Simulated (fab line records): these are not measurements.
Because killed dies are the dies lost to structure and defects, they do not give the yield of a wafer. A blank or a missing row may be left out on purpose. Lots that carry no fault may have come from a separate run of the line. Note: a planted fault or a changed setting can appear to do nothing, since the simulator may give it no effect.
Check of tool commonality -- flow gf180mcu -- Sample size 12 lots and 36 wafers

## REASON FOR OPENING
Of 12 lots, 3 have the reading V4_CVD_00_THK flagged at GF_V4_THK_MEAS_01. No-fault wafers: 599 nm, standard deviation 6.
Rule: a lot is flagged when every wafer of it that has a number lies more than 4 standard deviations from that mean, or none has a number. The other lots count as sound.

lot,measured,on,"V4_CVD_00_THK (nm), wafer by wafer",flag
L953,day 23 16:25,film-metro-04,594 600 590,
L956,day 24 23:10,film-metro-01,603 591 607,
L957,day 25 06:13,film-metro-04,597 604 595,
L958,day 25 10:58,film-metro-01,595 600 600,
L959,day 25 20:28,film-metro-03,590 597 597,
L960,day 26 10:56,film-metro-01,598 602 606,
L961,day 26 14:04,film-metro-03,596 596 603,
L962,day 26 22:31,film-metro-04,903 904 901,FLAGGED
L963,day 27 09:18,film-metro-03,901 909 901,FLAGGED
L964,day 27 12:31,film-metro-04,900 900 911,FLAGGED
L970,day 29 01:55,film-metro-03,595 591 593,
L974,day 30 06:09,film-metro-03,601 597 593,
Average over the flagged lots: 903 nm; offset from the usual +304 nm, equal to +51 standard deviations.

## WHICH TOOL EACH LOT WENT THROUGH
The record holds 2 process steps before the reading, out of a route of 602 steps. Cell contents, in order: the tool; ch with the chambers the sampled wafers went through; the start.
lot,flag,GF_M4_METAL_ETCH_16,GF_V4_CVD_00
L953,,"rie-metal-03 ch 1, day 23 15:33","hdpcvd-01 ch 0,1,2, day 23 16:20"
L956,,"rie-metal-02 ch 0, day 24 22:18","hdpcvd-02 ch 0,1,2, day 24 23:05"
L957,,"rie-metal-01 ch 0,1, day 25 05:27","hdpcvd-01 ch 0,1,2, day 25 06:08"
L958,,"rie-metal-03 ch 0,1, day 25 10:12","hdpcvd-01 ch 0,1, day 25 10:53"
L959,,"rie-metal-02 ch 1, day 25 19:36","hdpcvd-02 ch 0,1, day 25 20:23"
L960,,"rie-metal-02 ch 0,1, day 26 10:13","hdpcvd-02 ch 0,1,2, day 26 10:50"
L961,,"rie-metal-02 ch 1, day 26 13:19","hdpcvd-02 ch 0,1, day 26 13:59"
L962,FLAGGED,"rie-metal-02 ch 0,1, day 26 21:46","hdpcvd-01 ch 0,2, day 26 22:26"
L963,FLAGGED,"rie-metal-02 ch 0,1, day 27 08:31","hdpcvd-01 ch 1,2, day 27 09:13"
L964,FLAGGED,"rie-metal-01 ch 0,1, day 27 11:45","hdpcvd-01 ch 1,2, day 27 12:27"
L970,,"rie-metal-01 ch 0,1, day 29 01:07","hdpcvd-02 ch 0,1,2, day 29 01:50"
L974,,"rie-metal-01 ch 0,1, day 30 05:22","hdpcvd-01 ch 0,1,2, day 30 06:05"
What the steps here do:
- GF_M4_METAL_ETCH_16: etches the open film in Cl2/BCl3, stops on SiO2, target depth 750.8 nm, time 125.1 s.
- GF_V4_CVD_00: deposits SiO2, target thk 600 nm, time 100 s.
- GF_V4_THK_MEAS_01

## FLAGGED AGAINST TOTAL, ONE TOOL AT A TIME (gauges that did the reading follow at the end)
step,tool,lots run,flagged,share of the flagged lots,sound lots run after its first flagged lot
GF_M4_METAL_ETCH_16,rie-metal-01,4,1,some,"2 (L970,L974)"
GF_M4_METAL_ETCH_16,rie-metal-02,6,2,some,0
GF_M4_METAL_ETCH_16,rie-metal-03,2,0,none,-
GF_V4_CVD_00,hdpcvd-01,7,3,all,1 (L974)
GF_V4_CVD_00,hdpcvd-02,5,0,none,-
GF_V4_THK_MEAS_01,film-metro-01,3,0,none,-
GF_V4_THK_MEAS_01,film-metro-03,5,1,some,"2 (L970,L974)"
GF_V4_THK_MEAS_01,film-metro-04,4,2,some,0

## WHAT THE TABLE PERMITS
In the table, 1 row covers all flagged lots: hdpcvd-01 at GF_V4_CVD_00.
- hdpcvd-01 at GF_V4_CVD_00 ran 7 lots, 3 of them flagged. Lots that were sound ran on it after the first flagged one (L974); a persistent fault on the entire tool would not allow that. Its own readings (sih4-flow-sccm) fall more than 4 standard deviations out on all wafers of the flagged lots.
Not one row of the table ran every flagged lot while running no sound lot after the first.

## WHAT THE SIMULATOR PUT IN
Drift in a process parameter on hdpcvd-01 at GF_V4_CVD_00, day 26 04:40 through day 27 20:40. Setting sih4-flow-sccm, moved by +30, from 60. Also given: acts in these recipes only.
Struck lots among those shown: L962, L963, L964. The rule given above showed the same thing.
